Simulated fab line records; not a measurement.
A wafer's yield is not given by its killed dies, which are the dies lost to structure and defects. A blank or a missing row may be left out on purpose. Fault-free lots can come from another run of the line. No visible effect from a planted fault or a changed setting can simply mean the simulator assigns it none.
Tool commonality check || flow gf180mcu || Sampled: 13 lots, 39 wafers

== WHY IT WAS OPENED ==
Flagged at GF_STI_CD_MEAS_12: reading cd nm, on 1 of 13 lots. Fault-free wafers read 219.9 nm, with a standard deviation of 1.2.
Rule: a lot is flagged in two cases, either no wafer of it has a number, or all its wafers with numbers fall more than 4 standard deviations from that mean. As for the other lots, they are considered sound.

{"lot": "L968", "measured": "day 2 03:02", "on": "cd sem-02", "cd nm (nm), wafer by wafer": "217.8 218.4 218.8", "flag": ""}
{"lot": "L969", "measured": "day 2 05:59", "on": "cd sem-02", "cd nm (nm), wafer by wafer": "221.0 221.4 221.3", "flag": ""}
{"lot": "L971", "measured": "day 2 17:19", "on": "cd sem-01", "cd nm (nm), wafer by wafer": "219.9 220.2 220.7", "flag": ""}
{"lot": "L972", "measured": "day 2 22:00", "on": "cd sem-02", "cd nm (nm), wafer by wafer": "218.9 219.3 219.1", "flag": ""}
{"lot": "L973", "measured": "day 3 02:44", "on": "cd sem-02", "cd nm (nm), wafer by wafer": "220.0 219.9 220.8", "flag": ""}
{"lot": "L977", "measured": "day 3 23:38", "on": "cd sem-02", "cd nm (nm), wafer by wafer": "220.3 218.2 218.9", "flag": ""}
{"lot": "L978", "measured": "day 4 04:11", "on": "cd sem-02", "cd nm (nm), wafer by wafer": "219.2 218.7 218.5", "flag": ""}
{"lot": "L979", "measured": "day 4 11:40", "on": "cd sem-02", "cd nm (nm), wafer by wafer": "218.9 219.9 219.2", "flag": ""}
{"lot": "L980", "measured": "day 4 14:27", "on": "cd sem-01", "cd nm (nm), wafer by wafer": "219.1 219.7 220.2", "flag": ""}
{"lot": "L985", "measured": "day 5 18:02", "on": "cd sem-02", "cd nm (nm), wafer by wafer": "220.5 219.8 221.1", "flag": ""}
{"lot": "L986", "measured": "day 5 22:16", "on": "cd sem-02", "cd nm (nm), wafer by wafer": "233.7 233.1 232.8", "flag": "FLAGGED"}
{"lot": "L990", "measured": "day 6 18:20", "on": "cd sem-01", "cd nm (nm), wafer by wafer": "221.1 221.6 221.5", "flag": ""}
{"lot": "L991", "measured": "day 7 01:03", "on": "cd sem-01", "cd nm (nm), wafer by wafer": "218.6 218.8 219.4", "flag": ""}
The mean of the flagged lots' numbers is 233.2 nm, +13.3 nm from the usual (+11 standard deviations).

== EACH LOT AND THE TOOL IT RAN ON ==
The record holds 1 process step before the reading, out of a route of 602 steps. Cell contents, in order: the tool; ch with the chambers the sampled wafers went through; the start.
{"lot": "L968", "flag": "", "GF_STI_EXPOSE_09": "krf scanner-01 ch 0, day 1 21:13"}
{"lot": "L969", "flag": "", "GF_STI_EXPOSE_09": "krf scanner-01 ch 0, day 2 00:10"}
{"lot": "L971", "flag": "", "GF_STI_EXPOSE_09": "krf scanner-02 ch 0, day 2 11:21"}
{"lot": "L972", "flag": "", "GF_STI_EXPOSE_09": "krf scanner-02 ch 0, day 2 15:44"}
{"lot": "L973", "flag": "", "GF_STI_EXPOSE_09": "krf scanner-01 ch 0, day 2 21:10"}
{"lot": "L977", "flag": "", "GF_STI_EXPOSE_09": "krf scanner-02 ch 0, day 3 17:20"}
{"lot": "L978", "flag": "", "GF_STI_EXPOSE_09": "krf scanner-02 ch 0, day 3 22:05"}
{"lot": "L979", "flag": "", "GF_STI_EXPOSE_09": "krf scanner-01 ch 0, day 4 05:06"}
{"lot": "L980", "flag": "", "GF_STI_EXPOSE_09": "krf scanner-01 ch 0, day 4 08:15"}
{"lot": "L985", "flag": "", "GF_STI_EXPOSE_09": "krf scanner-01 ch 0, day 5 10:38"}
{"lot": "L986", "flag": "FLAGGED", "GF_STI_EXPOSE_09": "krf scanner-02 ch 0, day 5 15:17"}
{"lot": "L990", "flag": "", "GF_STI_EXPOSE_09": "krf scanner-01 ch 0, day 6 11:03"}
{"lot": "L991", "flag": "", "GF_STI_EXPOSE_09": "krf scanner-01 ch 0, day 6 17:38"}
What is done by these steps:
- GF_STI_EXPOSE_09: exposes mask COMP, target cd 220 nm.
- GF_STI_CD_MEAS_12: target cd 220 nm.

== FLAGGED OVER TOTAL, TOOL BY TOOL (the gauges that took the reading come last) ==
{"step": "GF_STI_EXPOSE_09", "tool": "krf scanner-01", "lots run": 8, "flagged": 0, "share of the flagged lots": "none", "sound lots run after its first flagged lot": "-"}
{"step": "GF_STI_EXPOSE_09", "tool": "krf scanner-02", "lots run": 5, "flagged": 1, "share of the flagged lots": "all", "sound lots run after its first flagged lot": 0}
{"step": "GF_STI_CD_MEAS_12", "tool": "cd sem-01", "lots run": 4, "flagged": 0, "share of the flagged lots": "none", "sound lots run after its first flagged lot": "-"}
{"step": "GF_STI_CD_MEAS_12", "tool": "cd sem-02", "lots run": 9, "flagged": 1, "share of the flagged lots": "all", "sound lots run after its first flagged lot": 0}

== WHAT IS ALLOWED BY THE TABLE ==
2 rows of the table ran every flagged lot: krf scanner-02 at GF_STI_EXPOSE_09, cd sem-02 at GF_STI_CD_MEAS_12.
- krf scanner-02 at GF_STI_EXPOSE_09 ran 5 lots, 1 of them flagged. Last sound lot L978 at day 3 22:05, first flagged lot L986 at day 5 15:17; a fault beginning in between fits.
- cd sem-02 at GF_STI_CD_MEAS_12 ran 9 lots, 1 of them flagged. Last sound lot L985 at day 5 18:02, first flagged lot L986 at day 5 22:16; a fault beginning in between fits.
Counting lots can't tell these 2 tools apart, because each fits a fault that began at some hour. More lots, or a look at what each step does to the wafer, might.

== WHAT THE SIMULATOR HAD INSERTED ==
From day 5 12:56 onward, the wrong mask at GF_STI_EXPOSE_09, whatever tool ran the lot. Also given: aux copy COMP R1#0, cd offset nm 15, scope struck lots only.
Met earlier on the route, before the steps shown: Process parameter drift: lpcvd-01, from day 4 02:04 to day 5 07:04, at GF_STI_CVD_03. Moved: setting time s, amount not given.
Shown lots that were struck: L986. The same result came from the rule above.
